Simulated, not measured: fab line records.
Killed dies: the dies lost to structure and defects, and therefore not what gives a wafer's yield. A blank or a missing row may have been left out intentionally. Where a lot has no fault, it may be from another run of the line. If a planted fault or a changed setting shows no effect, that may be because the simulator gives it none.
fab line records	flow sky130
[record] lots = 6	wafers = 18	lastDay = 50
route steps=708 shown METAL5@671 PASSIVATION@681 PAD_OPEN@694
lots untouched by any fault: they come from a run of this same line in which no faults occurred
startH: hours from the record's first day to the start of the lot's first wafer shown	waitH: hours elapsed since this lot's preceding step	" same as the row above	L1.1+2: a single row standing in for several wafers	- no value present, or no start provided	* or withheld: withheld	< > ~ a bound
route shown NAME@n: names a module that has steps shown in the file, with the first one's number in the route	usual: average and standard deviation across the fault-free wafers	same: alike in all rows	chamber/n: place in a boat	sites: readings site by site	_std_site: the values' standard deviation	_edge_site: mean of outer sites minus mean of inner sites	radiusMm: for every site, how far away it sits from the centre of the wafer	mask NAME#n: copy n	behind: the last tool/chamber to shape the wafer	hold: the reason the lot was held/the length of the hold in hours/how it ended	device: the transistor (n, p or np) that didn't switch	end of line: tests of these same wafers at the route's end	step lacking rows: just its recipe	killed: dies that structure and defects cost at the first sort, which is not the same as the wafer's yield	map: dies across one wafer; x = killed, . = not, _ = none there
set.NAME: the run value of the setting; set.NAME@STEP: its run value at that earlier step	model.NAME: the simulator's own value behind a step, which no gauge read
lots seen at some steps along the route; tables by step, rows by wafer
services: from which hour (startH, from the record's first day; less than 0 if before it) a tool's chamber was out of use, for how many hours, and why
[[steps]]
[step SKY_METAL5_SOFTBAKE_10]
[recipe] tempC = 90	timeS = 60	resist = NOVOLAK
[step SKY_METAL5_EXPOSE_11]
[recipe] maskId = MM5	na = 0.6	sourceShape = conventional	sigmaOuter = 0.6	polarization = unpolarized	targetCdNm = 1600	doseMj = 190
[step SKY_METAL5_PEB_12]
[recipe] tempC = withheld	timeS = *	resist = NOVOLAK
[step SKY_METAL5_DEVELOP_13]
[recipe] resist = NOVOLAK	developer = TMAH	developTimeS = 60	devTempC = 23
[step SKY_METAL5_DESCUM_14]
[recipe] chemistry = O2	sourcePowerW = 150	biasPowerW = 0	pressureMtorr = 10	tempC = 40	timeS = 11
[step SKY_METAL5_METAL_ETCH_15]
[recipe] targetDepthA = 12600	stopOn = SiO2	overEtchFrac = 0.2	timeS = 252	chemistry = Cl2/BCl3	resistSidewallDeg = 86	pressureMtorr = 10	icpW = 900	biasW = 48.5	Cl2_flow_sccm = 60	bcl3FlowSccm = 30
[usual] drypumpMotorCurrentA = 5.8/0.41	oesProductAu = 0.894/0.0051	throttleValvePct = 22.265/0.01
lot.wafer	tool	chamber	startH	waitH	drypumpMotorCurrentA	oesProductAu	rfHoursCounterH	throttleValvePct
L197.1	rieMetal-04	1	1026.14	0.0	6.0	0.895	8	22.267
L197.3	"	0	"	"	4.9	0.897	-	22.275
L197.6	"	1	"	"	6.1	0.895	-	22.249
L201.1	rieMetal-02	1	1055.48	0.0	5.7	0.897	17	22.261
L201.3	"	0	"	"	6.4	0.895	-	22.277
L201.5	"	1	"	"	5.7	0.897	-	22.276
L216.2	rieMetal-02	0	1145.63	0.0	6.4	0.884	11	22.261
L216.4	"	1	"	"	5.7	0.892	-	22.259
L216.6	"	1	"	"	5.7	0.896	-	22.264
L215.1	rieMetal-03	0	1148.72	0.0	5.8	0.886	19	22.269
L215.2	"	1	"	"	5.5	0.892	28	22.283
L215.6	"	0	"	"	5.8	0.888	-	22.248
L219.1	rieMetal-04	1	1158.92	0.0	6.0	0.887	20	22.264
L219.5	"	1	"	"	6.1	0.891	-	22.278
L219.6	"	0	"	"	5.0	0.885	-	22.251
L220.2	rieMetal-02	0	1160.73	0.0	6.4	0.897	12	22.270
L220.4	"	1	"	"	5.7	0.907	-	22.265
L220.6	"	1	"	"	5.7	0.893	-	22.249
[step SKY_METAL5_STRIP_16]
[recipe] chemistry = O2/N2	powerW = 1400	pressureMtorr = 1500	platenTempC = withheld	o2FlowSccm = 3000	n2FlowSccm = 300	overashFraction = 0.5
[usual] drypumpMotorCurrentA = 5.8/0.47	o2FlowSccm = 3002/8.7	oesProductAu = 0.710/0.0047	stripTimeToEndpointS = 13.11/0.11
lot.wafer	tool	chamber	startH	waitH	drypumpMotorCurrentA	o2FlowSccm	oesProductAu	rfHoursCounterH	stripTimeToEndpointS
L197.1	plasmaAsher-02	1	1026.38	0.2	5.4	3005	0.704	55	13.24
L197.3	"	0	"	"	6.3	3008	0.707	-	13.01
L197.6	"	0	"	"	6.3	2998	0.716	-	13.20
L201.1	plasmaAsher-03	0	1055.71	0.2	5.9	3010	0.697	92	13.36
L201.3	"	1	"	"	5.7	3003	0.715	-	13.05
L201.5	"	1	"	"	5.7	2997	0.713	-	13.43
L216.2	plasmaAsher-01	0	1145.86	0.2	6.4	3010	0.706	41	13.08
L216.4	"	0	"	"	6.4	3001	0.708	-	13.22
L216.6	"	1	"	"	5.0	3001	0.712	-	13.10
L215.1	plasmaAsher-02	0	1148.96	0.2	6.3	3006	0.702	67	13.08
L215.2	"	1	"	"	5.4	2978	0.700	67	13.03
L215.6	"	1	"	"	5.4	2991	0.720	-	13.12
L219.1	plasmaAsher-02	0	1159.16	0.2	6.3	3006	0.717	68	13.24
L219.5	"	0	"	"	6.4	2997	0.708	-	13.15
L219.6	"	1	"	"	5.4	3015	0.707	-	12.92
L220.2	plasmaAsher-03	0	1160.96	0.2	5.9	2986	0.705	103	13.11
L220.4	"	0	"	"	5.9	2999	0.718	-	13.20
L220.6	"	1	"	"	5.7	2996	0.710	-	13.11
[step SKY_METAL5_STRIP_17]
[recipe] chemistry = postEtchResidueRemover	timeS = 1200	tempC = 72.5
[step SKY_METAL5_CLEAN_18]
[recipe] chemistry = IPA	timeS = 180	tempC = 25
[step SKY_METAL5_CLEAN_19]
[recipe] chemistry = O3/DIW	dry = n2Spin
[step SKY_PASSIVATION_CVD_00]
[recipe] material = SiO2	targetThkNm = 90	tempC = 400	timeS = withheld	rfW = 600
[usual] heaterPowerOuterW = 413/74	heaterPowerW = 706/110
lot.wafer	tool	chamber	startH	waitH	heaterPowerOuterW	heaterPowerW
L197.1	pecvd-03	1	1027.02	0.0	449	777
L197.3	"	2	"	"	330	625
L197.6	"	1	"	"	462	769
L201.1	pecvd-01	0	1056.31	0.0	413	722
L201.3	"	1	"	"	264	438
L201.5	"	2	"	"	558	896
L216.2	pecvd-02	0	1146.46	0.0	521	824
L216.4	"	2	"	"	477	850
L216.6	"	1	"	"	513	801
L215.1	pecvd-03	2	1149.59	0.0	352	637
L215.2	"	0	"	"	428	693
L215.6	"	1	"	"	455	757
L219.1	pecvd-03	2	1159.75	0.0	303	582
L219.5	"	1	"	"	459	767
L219.6	"	0	"	"	371	651
L220.2	pecvd-02	0	1161.56	0.0	567	868
L220.4	"	0	"	"	425	698
L220.6	"	1	"	"	487	768
[step SKY_PASSIVATION_THK_MEAS_01]
[recipe] reads = SiO2_of_PASSIVATION_CVD_00
[usual] PASSIVATION_CVD_00_THK = 89.9/1.1
lot.wafer	tool	chamber	startH	waitH	PASSIVATION_CVD_00_THK[nm]
L197.1	filmMetro-01	-	1027.04	-	87.6
L197.3	"	-	"	"	88.0
L197.6	"	-	"	"	90.5
L201.1	filmMetro-04	-	1056.33	-	89.0
L201.3	"	-	"	"	88.0
L201.5	"	-	"	"	89.7
L216.2	filmMetro-01	-	1146.49	-	89.6
L216.4	"	-	"	"	90.2
L216.6	"	-	"	"	90.1
L215.1	filmMetro-02	-	1149.61	-	89.7
L215.2	"	-	"	"	89.6
L215.6	"	-	"	"	91.9
L219.1	filmMetro-02	-	1159.77	-	88.0
L219.5	"	-	"	"	91.0
L219.6	"	-	"	"	90.2
L220.2	filmMetro-04	-	1161.59	-	88.5
L220.4	"	-	"	"	89.9
L220.6	"	-	"	"	89.9
[step SKY_PASSIVATION_CVD_02]
[recipe] material = Si3N4	targetThkNm = 540	tempC = 400	timeS = withheld	rfW = 450
[usual] heaterPowerOuterW = 473/92	heaterPowerW = 778/140
lot.wafer	tool	chamber	startH	waitH	heaterPowerOuterW	heaterPowerW
L197.1	pecvd-01	1	1027.10	0.1	348	536
L197.3	"	0	"	"	538	850
L197.6	"	2	"	"	575	922
L201.1	pecvd-02	2	1056.39	0.1	488	831
L201.3	"	1	"	"	553	860
L201.5	"	0	"	"	462	743
L216.2	pecvd-01	0	1146.54	0.0	-	-
L216.4	"	0	"	"	-	-
L216.6	"	1	"	"	-	-
L215.1	pecvd-01	0	1149.67	0.1	-	-
L215.2	"	2	"	"	-	-
L215.6	"	0	"	"	-	-
L219.1	pecvd-01	0	1159.83	0.1	512	801
L219.5	"	2	"	"	548	940
L219.6	"	1	"	"	281	458
L220.2	pecvd-03	1	1161.64	0.0	437	749
L220.4	"	0	"	"	433	689
L220.6	"	2	"	"	419	723
[step SKY_PASSIVATION_DEHYDRATE_04]
[recipe] tempC = 200	timeS = 60
[step SKY_PASSIVATION_HMDS_05]
[recipe] primeTimeS = 60	primeTempC = 120
[step SKY_PASSIVATION_COAT_06]
[recipe] spinRpm = 2000	resistThkNm = 3000
[step SKY_PASSIVATION_SOFTBAKE_07]
[recipe] tempC = 110	timeS = withheld
[step SKY_PASSIVATION_EXPOSE_08]
[recipe] maskId = NSM	targetCdNm = 3000	na = 0.57	doseMj = 260
[step SKY_PASSIVATION_PEB_09]
[recipe] tempC = 115	timeS = withheld
[step SKY_PASSIVATION_DEVELOP_10]
[recipe] developTimeS = 60	devTempC = 23
[step SKY_PASSIVATION_ETCH_11]
[recipe] chemistry = CF4/O2	targetDepthNm = 725	stopOn = AlCu	sourceW = 800	biasW = 150	pressureMtorr = 150	cf4FlowSccm = 80	O2_flow_sccm = 10	timeS = 161.1
[usual] drypumpMotorCurrentA = 5.4/0.45	oesProductAu = 0.978/0.007	throttleValvePct = 5.963/0.0095
lot.wafer	tool	chamber	startH	waitH	drypumpMotorCurrentA	oesProductAu	rfHoursCounterH	throttleValvePct	model.etch.depthNm	model.PASSIVATION.featureDepthNm
L197.1	rieDiel-04	3	1048.99	-	5.9	0.977	18	5.973	701.9	701.9
L197.3	"	0	"	"	5.5	0.974	10	5.959	702.7	702.7
L197.6	"	0	"	"	5.5	0.979	-	5.957	703.3	703.3
L201.1	rieDiel-03	2	1077.59	-	4.8	0.971	21	5.958	692.7	692.7
L201.3	"	3	"	"	5.1	0.966	12	5.975	687.1	687.1
L201.5	"	1	"	"	5.1	0.965	-	5.971	695.8	695.8
L216.2	rieDiel-02	3	1163.73	-	5.4	0.987	23	5.980	724.7	724.7
L216.4	"	2	"	"	6.4	0.990	12	5.966	725	725
L216.6	"	3	"	"	5.4	0.988	-	5.972	725	725
L215.1	rieDiel-04	3	1167.49	-	5.9	0.998	22	5.971	725	725
L215.2	"	0	"	"	5.4	0.988	14	5.991	725	725
L215.6	"	0	"	"	5.4	0.989	-	5.965	725	725
L219.1	rieDiel-03	1	1177.24	-	5.1	0.969	21	5.950	690.7	690.7
L219.5	"	0	"	"	5.8	0.977	-	5.969	711.2	711.2
L219.6	"	1	"	"	5.1	0.978	-	5.952	705.4	705.4
L220.2	rieDiel-04	2	1178.53	-	4.9	0.977	10	5.968	701.9	701.9
L220.4	"	0	"	"	5.5	0.992	14	5.960	718.1	718.1
L220.6	"	3	"	"	6.0	0.984	-	5.959	713.5	713.5
[step SKY_PASSIVATION_STRIP_12]
[recipe] chemistry = O2/N2	powerW = 1400	pressureMtorr = 1500	platenTempC = withheld	overashFraction = 0.7	o2FlowSccm = 3000	n2FlowSccm = 300
[usual] drypumpMotorCurrentA = 5.7/0.57	o2FlowSccm = 3002/8.7	oesProductAu = 0.660/0.0045	stripTimeToEndpointS = 31.50/0.16
lot.wafer	tool	chamber	startH	waitH	drypumpMotorCurrentA	o2FlowSccm	oesProductAu	rfHoursCounterH	stripTimeToEndpointS
L197.1	plasmaAsher-01	1	1049.10	0.1	5.0	3016	0.660	31	31.28
L197.3	"	0	"	"	6.4	3004	0.659	-	31.25
L197.6	"	1	"	"	5.0	2995	0.658	-	31.40
L201.1	plasmaAsher-01	0	1077.69	0.1	6.5	3022	0.663	34	31.48
L201.3	"	1	"	"	5.0	2995	0.654	-	31.66
L201.5	"	1	"	"	5.0	2990	0.661	-	31.69
L216.2	plasmaAsher-01	1	1163.84	0.1	5.0	3006	0.658	43	31.61
L216.4	"	1	"	"	5.0	3005	0.662	-	31.70
L216.6	"	0	"	"	6.4	3006	0.650	-	31.71
L215.1	plasmaAsher-02	1	1167.59	0.1	5.5	3009	0.666	69	31.50
L215.2	"	0	"	"	6.3	3011	0.663	69	31.50
L215.6	"	1	"	"	5.4	3014	0.665	-	31.52
L219.1	plasmaAsher-04	0	1177.34	0.1	5.9	3003	0.661	11	31.68
L219.5	"	0	"	"	5.9	3005	0.661	-	31.56
L219.6	"	1	"	"	4.9	3003	0.663	-	31.62
L220.2	plasmaAsher-02	0	1178.64	0.1	6.3	3000	0.661	70	31.22
L220.4	"	0	"	"	6.3	3010	0.653	-	31.09
L220.6	"	0	"	"	6.3	3002	0.658	-	31.20
[step SKY_PAD_OPEN_DEHYDRATE_00]
[recipe] tempC = 200	timeS = 60
[step SKY_PAD_OPEN_HMDS_01]
[recipe] primeTimeS = 60	primeTempC = 120
[step SKY_PAD_OPEN_COAT_02]
[recipe] spinRpm = 2000	resistThkNm = 3000
[step SKY_PAD_OPEN_SOFTBAKE_03]
[recipe] tempC = 110	timeS = withheld
[step SKY_PAD_OPEN_EXPOSE_04]
[recipe] maskId = PDM	targetCdNm = 60000	na = 0.57	doseMj = 260
[step SKY_PAD_OPEN_PEB_05]
[recipe] tempC = 115	timeS = withheld
[step SKY_PAD_OPEN_DEVELOP_06]
[recipe] developTimeS = 61.05	devTempC = 23
[step SKY_PAD_OPEN_ETCH_07]
[recipe] chemistry = CF4/O2	targetDepthNm = 725	stopOn = AlCu	sourceW = 800	biasW = 150	pressureMtorr = 150	cf4FlowSccm = 80	O2_flow_sccm = 10	timeS = 161.1
[usual] drypumpMotorCurrentA = 5.5/0.48	oesProductAu = 0.978/0.0074	throttleValvePct = 5.963/0.0095
lot.wafer	tool	chamber	startH	waitH	drypumpMotorCurrentA	oesProductAu	rfHoursCounterH	throttleValvePct	model.PAD_OPEN.featureDepthNm	model.etch.depthNm
L197.1	rieDiel-02	3	1070.43	-	5.4	0.986	20	5.968	701.9	701.9
L197.3	"	1	"	"	5.1	0.986	9	5.967	702.7	702.7
L197.6	"	3	"	"	5.4	0.979	-	5.968	703.3	703.3
L201.1	rieDiel-02	3	1098.93	-	5.4	0.965	21	5.963	692.7	692.7
L201.3	"	0	"	"	6.0	0.968	17	5.961	687.1	687.1
L201.5	"	3	"	"	5.4	0.974	-	5.963	695.8	695.8
L216.2	rieDiel-01	0	1181.58	-	5.8	0.986	9	5.975	723.8	723.8
L216.4	"	2	"	"	4.8	0.987	11	5.969	720.8	720.8
L216.6	"	1	"	"	5.6	0.991	-	5.984	725	725
L215.1	rieDiel-02	1	1183.61	-	5.2	0.987	13	5.966	725	725
L215.2	"	3	"	"	5.4	0.986	24	5.980	725	725
L215.6	"	1	"	"	5.2	0.999	-	5.974	725	725
L219.1	rieDiel-01	0	1193.15	-	5.7	0.963	9	5.982	690.7	690.7
L219.5	"	1	"	"	5.6	0.981	-	5.971	711.2	711.2
L219.6	"	2	"	"	4.8	0.975	-	5.967	705.4	705.4
L220.2	rieDiel-02	2	1194.56	-	6.4	0.968	13	5.963	701.9	701.9
L220.4	"	0	"	"	5.9	0.979	21	5.955	718.1	718.1
L220.6	"	1	"	"	5.2	0.982	-	5.952	713.5	713.5
[step SKY_PAD_OPEN_STRIP_08]
[recipe] chemistry = O2/N2	powerW = 1400	pressureMtorr = 1500	platenTempC = withheld	overashFraction = 0.7	o2FlowSccm = 3000	n2FlowSccm = 300
[usual] drypumpMotorCurrentA = 5.6/0.47	o2FlowSccm = 3000/8.7	oesProductAu = 0.663/0.0044	stripTimeToEndpointS = 37.04/0.1
lot.wafer	tool	chamber	startH	waitH	drypumpMotorCurrentA	o2FlowSccm	oesProductAu	rfHoursCounterH	stripTimeToEndpointS
L197.1	plasmaAsher-01	1	1070.54	0.1	5.0	2986	0.671	34	36.91
L197.3	"	0	"	"	6.4	2998	0.663	-	36.99
L197.6	"	1	"	"	5.0	3001	0.661	-	36.94
L201.1	plasmaAsher-03	0	1099.04	0.1	5.9	2995	0.664	97	37.05
L201.3	"	1	"	"	5.6	3010	0.664	-	36.91
L201.5	"	1	"	"	5.6	3010	0.666	-	36.98
L216.2	plasmaAsher-03	1	1181.69	0.1	5.6	2998	0.664	105	37.13
L216.4	"	1	"	"	5.6	3010	0.658	-	37.03
L216.6	"	0	"	"	5.9	3010	0.671	-	36.97
L215.1	plasmaAsher-01	0	1183.72	0.1	6.4	3008	0.659	44	37.00
L215.2	"	1	"	"	5.0	2996	0.668	44	36.97
L215.6	"	0	"	"	6.4	2987	0.666	-	36.91
L219.1	plasmaAsher-01	0	1193.25	0.1	6.4	2999	0.672	46	37.07
L219.5	"	1	"	"	5.0	2996	0.664	-	37.13
L219.6	"	0	"	"	6.4	2999	0.658	-	37.15
L220.2	plasmaAsher-04	1	1194.67	0.1	5.0	2988	0.664	12	36.91
L220.4	"	0	"	"	5.9	2992	0.667	-	36.95
L220.6	"	1	"	"	5.0	2993	0.659	-	36.96
[step SKY_PAD_OPEN_PROBE_99]
[usual] defectLimitedYield = 82.4/1.7	killed_at_M0_to_M3 = 44/6.9	killed_at_M4_up = 3.3/1.7	killedAtContacts = 24/4.7	killedAtFrontEnd = 15/4.5	killedAtOther = 0.2/0.49	killedDies = 86/8.4	killedOpen = 47/6.5	killedShort = 39/6	sort_bin_3_pad_short = 0.9/0.4	sort_bin_5_function = 10.4/1.5	sort_bin_6_memory = 6.3/1	sortNPass = 406/8.4	sortYieldPct = 82.4/1.7
[same] grossDies = 492	killedAtBackSide = 0	sort_bin_4_leakage[%] = 0	sort_bin_8_speed[%] = 0
lot.wafer	tool	chamber	startH	waitH	defectLimitedYield[%]	killed_at_M0_to_M3	killed_at_M4_up	killedAtContacts	killedAtFrontEnd	killedAtOther	killedDies	killedOpen	killedShort	sort_bin_3_pad_short[%]	sort_bin_5_function[%]	sort_bin_6_memory[%]	sortNPass	sortYieldPct[%]
L201.1	prober-01	-	1101.43	0.1	81.5	50	5	22	14	0	91	47	44	0.6	10.6	7.3	401	81.5
L201.3	prober-01	-	1101.53	0.2	78.7	42	3	26	33	1	105	60	45	1.8	12.8	6.7	387	78.7
L201.5	prober-01	-	1101.63	0.2	82.3	45	2	28	11	1	87	47	40	0.4	10.6	6.7	405	82.3
L215.1	prober-01	-	1185.93	0.1	81.9	44	6	19	20	0	89	40	49	1.2	10.4	6.5	403	81.9
L215.2	prober-01	-	1185.98	0.1	81.3	45	4	21	22	0	92	45	47	1.2	10.0	7.5	400	81.3
L215.6	prober-01	-	1186.18	0.2	83.3	50	4	14	14	0	82	47	35	1.8	8.3	6.5	410	83.3
// killed by level:class
L201.1 VIA1:geometricParticle:open=15 CONTACT:geometricParticle:open=8 VIA1:geometricParticle:short=7 METAL1:geometricParticle:short=5 METAL2:geometricParticle:short=5 METAL4:geometricParticle:short=5 LI_CONTACT:geometricParticle:open=4 VIA2:geometricParticle:open=4
L201.3 VIA1:geometricParticle:open=11 FIELD_ISO:geometricParticle:short=8 POLY_GATE:geometricParticle:open=8 LI_CONTACT:geometricParticle:open=7 CONTACT:geometricParticle:open=7 CONTACT:geometricParticle:short=5 METAL1:geometricParticle:short=5 FIELD_ISO:geometricParticle:open=4
L201.5 VIA1:geometricParticle:open=12 LI_CONTACT:geometricParticle:open=10 CONTACT:geometricParticle:open=8 VIA1:geometricParticle:short=8 VIA2:geometricParticle:open=6 CONTACT:geometricParticle:short=6 METAL2:geometricParticle:short=5 FIELD_ISO:geometricParticle:short=4
L215.1 METAL2:geometricParticle:short=11 CONTACT:geometricParticle:open=10 METAL1:geometricParticle:short=7 FIELD_ISO:geometricParticle:open=6 VIA1:geometricParticle:open=6 VIA1:geometricParticle:short=5 VIA2:geometricParticle:open=5 POLY_GATE:geometricParticle:short=4
L215.2 VIA1:geometricParticle:open=12 CONTACT:geometricParticle:open=10 METAL2:geometricParticle:short=8 POLY_GATE:geometricParticle:open=7 VIA1:geometricParticle:short=6 METAL1:geometricParticle:short=6 POLY_GATE:geometricParticle:short=5 FIELD_ISO:geometricParticle:short=4
L215.6 VIA1:geometricParticle:open=12 VIA1:geometricParticle:short=10 VIA3:geometricParticle:open=7 METAL2:geometricParticle:short=6 VIA2:geometricParticle:open=5 LI_CONTACT:geometricParticle:open=5 FIELD_ISO:geometricParticle:open=4 POLY_GATE:geometricParticle:short=4
[[services]]
tool	chamber	startH	hours	kind
plasmaAsher-02	-	1009.30	3.3	repair
plasmaAsher-01	-	1015.56	2.1	repair
rieDiel-03	0	1016.69	7.1	repair
rieDiel-04	-	1021.30	0.2	repair
rieDiel-04	1	1025.70	18.2	repair
rieDiel-04	3	1032.78	9.7	repair
pecvd-02	-	1039.31	0.5	repair
plasmaAsher-01	-	1045.97	1.5	repair
plasmaAsher-03	-	1048.70	0.7	repair
plasmaAsher-03	-	1052.56	2.0	repair
plasmaAsher-04	-	1055.25	9.0	pm
rieMetal-02	0	1082.83	14.1	repair
pecvd-03	-	1087.35	1.0	repair
rieMetal-02	-	1091.49	1.4	pm
rieMetal-04	0	1092.78	32.9	repair
plasmaAsher-02	-	1102.52	1.6	repair
pecvd-02	-	1106.00	6.0	pm
plasmaAsher-04	-	1110.06	2.8	pm
plasmaAsher-03	-	1129.10	1.5	repair
rieDiel-01	2	1140.55	10.1	repair
rieDiel-03	2	1150.72	13.9	repair
plasmaAsher-01	-	1151.02	0.5	repair
pecvd-03	-	1172.84	2.8	pm
rieDiel-04	-	1188.14	0.6	repair
[[key]]
[firstSign] step = SKY_PASSIVATION_CVD_02	reading = toolRecord	direction = missing
effect none on later readings
[modelEffect] step = SKY_PASSIVATION_ETCH_11	value = etch.depthNm	without = 700.4	struck = 725
[modelEffect] step = SKY_PAD_OPEN_ETCH_07	value = PAD_OPEN.featureDepthNm	without = 700.4	struck = 724.1
metAt SKY_PASSIVATION_CVD_02
struckWafers L215.1,L215.2,L215.6,L216.2,L216.4,L216.6
onsetBetween 1027.10 1146.54
[fault] kind = skippedStepWhole	tool = pecvd-01	chamber = -	onsetH = 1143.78	steps = SKY_PASSIVATION_CVD_02	scope = struckLotsOnly
